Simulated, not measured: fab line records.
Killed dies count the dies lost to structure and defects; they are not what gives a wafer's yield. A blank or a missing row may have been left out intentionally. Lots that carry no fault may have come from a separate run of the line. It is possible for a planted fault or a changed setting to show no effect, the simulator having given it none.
Which tool did it?    flow gf180mcu    42 wafers from 14 lots sampled at 5 of the route's 602 steps

== WHAT THE GAUGES SHOWED, per wafer ==
GF_VT_IMPLANT_RS_MEAS_46: measurement is done with a four-point probe.
lot   measured      on             MVSD_RS (ohm/sq)
L302  day 7 17:13   film metro-03  457.7 457.1 456.0
L303  day 8 00:14   film metro-01  455.0 455.8 455.3
L304  day 8 05:23   film metro-04  458.0 457.2 457.7
L307  day 9 10:11   film metro-04  455.9 456.0 456.8
L310  day 9 23:37   film metro-04  456.0 456.6 456.8
L314  day 11 02:24  film metro-04  455.2 454.9 454.6
L315  day 11 05:14  film metro-01  456.4 456.2 454.5
L316  day 11 14:38  film metro-01  453.9 456.3 456.2
L320  day 12 18:26  film metro-04  456.9 456.8 456.9
L321  day 13 01:10  film metro-01  455.6 456.0 456.4
L322  day 13 06:04  film metro-03  456.6 457.2 457.1
L323  day 13 10:34  film metro-04  456.3 455.0 457.1
L324  day 13 19:19  film metro-04  457.3 456.9 456.6
L325  day 14 02:36  film metro-01  456.4 456.5 457.2

GF_POLY_GATE_CD_MEAS_10: the cd target is 280 nm.
lot   measured      on         cd nm (nm)
L302  day 9 07:52   cd sem-02  278.9 279.7 280.3
L303  day 9 15:38   cd sem-01  279.7 279.6 279.3
L304  day 9 20:40   cd sem-01  280.6 281.1 280.5
L307  day 11 06:50  cd sem-02  280.5 280.7 280.6
L310  day 11 19:28  cd sem-01  281.0 280.7 280.3
L314  day 12 21:44  cd sem-01  280.0 279.8 279.4
L315  day 13 01:11  cd sem-01  281.2 280.7 280.1
L316  day 13 12:50  cd sem-01  282.3 282.4 282.3
L320  day 14 16:10  cd sem-01  278.7 277.5 278.4
L321  day 15 00:07  cd sem-02  282.4 281.8 282.6
L322  day 15 05:40  cd sem-02  279.9 279.3 279.4
L323  day 15 10:13  cd sem-02  281.2 281.1 280.2
L324  day 15 21:56  cd sem-02  278.9 278.5 277.6
L325  day 16 04:44  cd sem-01  279.6 280.0 280.1

GF_HV_LDD_RS_MEAS_53: measurement is done with a four-point probe.
lot   measured      on             HV_LDD_RS (ohm/sq)
L302  day 12 13:07  film metro-03  416.9 417.8 415.3
L303  day 12 21:20  film metro-04  417.9 417.7 417.8
L304  day 13 02:25  film metro-03  418.2 417.7 417.6
L307  day 14 18:20  film metro-04  416.5 417.8 415.5
L310  day 15 08:00  film metro-03  - - -
L314  day 16 12:40  film metro-01  - - -
L315  day 16 17:08  film metro-01  418.1 417.6 418.3
L316  day 17 08:24  film metro-03  416.8 416.2 417.6
L320  day 18 14:01  film metro-04  418.1 418.1 418.7
L321  day 19 02:53  film metro-01  418.8 419.0 418.6
L322  day 19 07:16  film metro-03  417.8 417.1 417.8
L323  day 19 12:25  film metro-03  417.7 418.5 417.7
L324  day 19 23:19  film metro-01  417.3 416.3 416.7
L325  day 20 07:10  film metro-01  418.0 417.9 418.0

== EACH LOT AND THE TOOL THAT RAN IT (in order: tool; ch and the chambers of the sampled wafers; start) ==
lot   GF_HV_LDD_IMPLANT_34             GF_HV_LDD_RTA_52
L302  implanter-02 ch 0, day 11 17:08  rtp anneal-02 ch 0, day 12 13:03
L303  implanter-03 ch 0, day 12 00:31  rtp anneal-01 ch 0, day 12 21:16
L304  implanter-02 ch 0, day 12 06:09  rtp anneal-02 ch 0, day 13 02:19
L307  implanter-01 ch 0, day 13 20:31  rtp anneal-02 ch 0, day 14 18:16
L310  implanter-01 ch 0, day 14 10:05  rtp anneal-02 ch 0, day 15 07:56
L314  implanter-01 ch 0, day 15 13:47  rtp anneal-01 ch 0, day 16 12:35
L315  implanter-02 ch 0, day 15 17:22  rtp anneal-01 ch 0, day 16 17:04
L316  implanter-03 ch 0, day 16 08:22  rtp anneal-01 ch 0, day 17 08:19
L320  implanter-02 ch 0, day 17 13:32  rtp anneal-01 ch 0, day 18 13:57
L321  implanter-01 ch 0, day 18 02:02  rtp anneal-02 ch 0, day 19 02:47
L322  implanter-03 ch 0, day 18 05:19  rtp anneal-02 ch 0, day 19 07:12
L323  implanter-01 ch 0, day 18 10:58  rtp anneal-01 ch 0, day 19 12:20
L324  implanter-02 ch 0, day 18 21:59  rtp anneal-02 ch 0, day 19 23:13
L325  implanter-02 ch 0, day 19 05:48  rtp anneal-01 ch 0, day 20 07:06
- GF_HV_LDD_IMPLANT_34
- GF_HV_LDD_RTA_52: time 10 s.

== WHAT THE TOOLS THEMSELVES READ (means of the sampled wafers that have a number; where no wafer has one, the mark that the record gives instead) ==
GF_HV_LDD_IMPLANT_34.
lot   tool          beam on s (s)
L302  implanter-02  10.19
L303  implanter-03  9.64
L304  implanter-02  10.10
L307  implanter-01  10.04
L310  implanter-01  9.83
L314  implanter-01  9.87
L315  implanter-02  9.95
L316  implanter-03  9.98
L320  implanter-02  9.90
L321  implanter-01  10.07
L322  implanter-03  10.00
L323  implanter-01  10.05
L324  implanter-02  10.10
L325  implanter-02  9.81

GF_HV_LDD_RTA_52.
lot   tool           lamp power pct (%)  wafer_temp_C_max
L302  rtp anneal-02  29.0                1003.0
L303  rtp anneal-01  34.8                1005.1
L304  rtp anneal-02  29.0                1002.7
L307  rtp anneal-02  29.0                1003.2
L310  rtp anneal-02  29.0                1003.9
L314  rtp anneal-01  34.8                1004.7
L315  rtp anneal-01  34.9                1004.3
L316  rtp anneal-01  34.8                1003.9
L320  rtp anneal-01  34.8                1004.4
L321  rtp anneal-02  29.0                1003.0
L322  rtp anneal-02  29.0                1003.5
L323  rtp anneal-01  34.9                1005.0
L324  rtp anneal-02  29.0                1003.5
L325  rtp anneal-01  34.8                1004.2

== THE ANSWER, worked out from the rows above alone ==
Rule: usual is defined by the lots themselves. The widest of any qualifying gaps counts: lots, ordered by their means at a reading, are off when they make up no more than a third of the lots, leave a main group of 4 or more, and stand apart from it by 3 or more times the standard deviation of that group's means. A main group is skipped when, at the precision printed for the reading in the tables above, its means are all equal. Also off: a lot with no number at a reading for which 4 or more lots have one. All remaining lots with rows at the step are treated as sound. The gauges are gone through in route order, then the tools' own readings, and for those a lot's mean is taken as printed above. The first step at which some lot is off is used, and at that step the reading that is off furthest; a lot without a number counts as furthest.
Off: L310, L314, at GF_HV_LDD_RS_MEAS_53 (HV_LDD_RS). Without a number there: L310, L314. For the main group the mean is 417.6 ohm/sq and the standard deviation 0.68.
A tool fits if, at a process step before that reading, it ran every lot that is off, and no sound lot after the first of them. Gauges at GF_HV_LDD_RS_MEAS_53: tried the same way as those tools. Of those tried, none fits.

== WHAT HAD BEEN PUT IN BY THE SIMULATOR ==
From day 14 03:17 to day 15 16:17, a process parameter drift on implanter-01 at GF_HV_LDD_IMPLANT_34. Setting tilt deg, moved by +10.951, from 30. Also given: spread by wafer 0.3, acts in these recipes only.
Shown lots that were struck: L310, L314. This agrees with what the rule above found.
